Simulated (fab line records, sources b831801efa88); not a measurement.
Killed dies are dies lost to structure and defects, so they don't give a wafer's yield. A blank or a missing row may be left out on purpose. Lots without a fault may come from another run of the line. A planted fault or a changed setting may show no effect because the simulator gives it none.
Chamber matching | flow sky130 | SKY_LI_CONTACT_ETCH_15 on rie_diel-04: 4 sister chambers
The step etches PSG in C4F8/O2/Ar, stops on Si, target depth 600 nm. 4 wafers are shown with their chamber, then 8 later ones without.

WAFERS WITH THEIR CHAMBER
wafer  | chamber | oes_product_au (a.u.)
L842.3 | 3       | 0.837
L849.3 | 0       | 0.829
L849.4 | 1       | 0.838
L852.2 | 2       | 0.842

WAFERS WITHOUT THEIR CHAMBER
wafer  | oes_product_au (a.u.)
L852.3 | 0.833
L852.5 | 0.833
L861.2 | 0.837
L861.3 | 0.840
L861.4 | 0.840
L862.4 | 0.840
L862.5 | 0.833
L862.6 | 0.834

WHICH CHAMBER EACH WENT THROUGH
wafer  | from the rows above               | in truth
L852.3 | can't be placed: 0 or 3 or 1 or 2 | 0
L852.5 | can't be placed: 0 or 3 or 1 or 2 | 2
L861.2 | can't be placed: 3 or 1 or 2      | 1
L861.3 | can't be placed: 1 or 2 or 3      | 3
L861.4 | can't be placed: 1 or 2 or 3      | 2
L862.4 | can't be placed: 1 or 2 or 3      | 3
L862.5 | can't be placed: 0 or 3 or 1 or 2 | 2
L862.6 | can't be placed: 3 or 1 or 0 or 2 | 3
Placed correctly: 0 of 8. Can't be placed from these rows: 8 (the true chamber is among the candidates in 8). Placed wrongly: 0.
How it was worked out, from the rows above alone: a wafer's distance from a chamber is the root of the sum, over the readings, of the square of ((its reading less the chamber's mean) divided by the reading's scatter). The wafer belongs to the nearest chamber; if the next one is less than 2 further off, it can't be placed. A chamber's mean is the mean of its shown wafers. The scatter: with one shown wafer a chamber, the root of the mean of the squares of how far each hidden wafer lies from its nearest shown one.
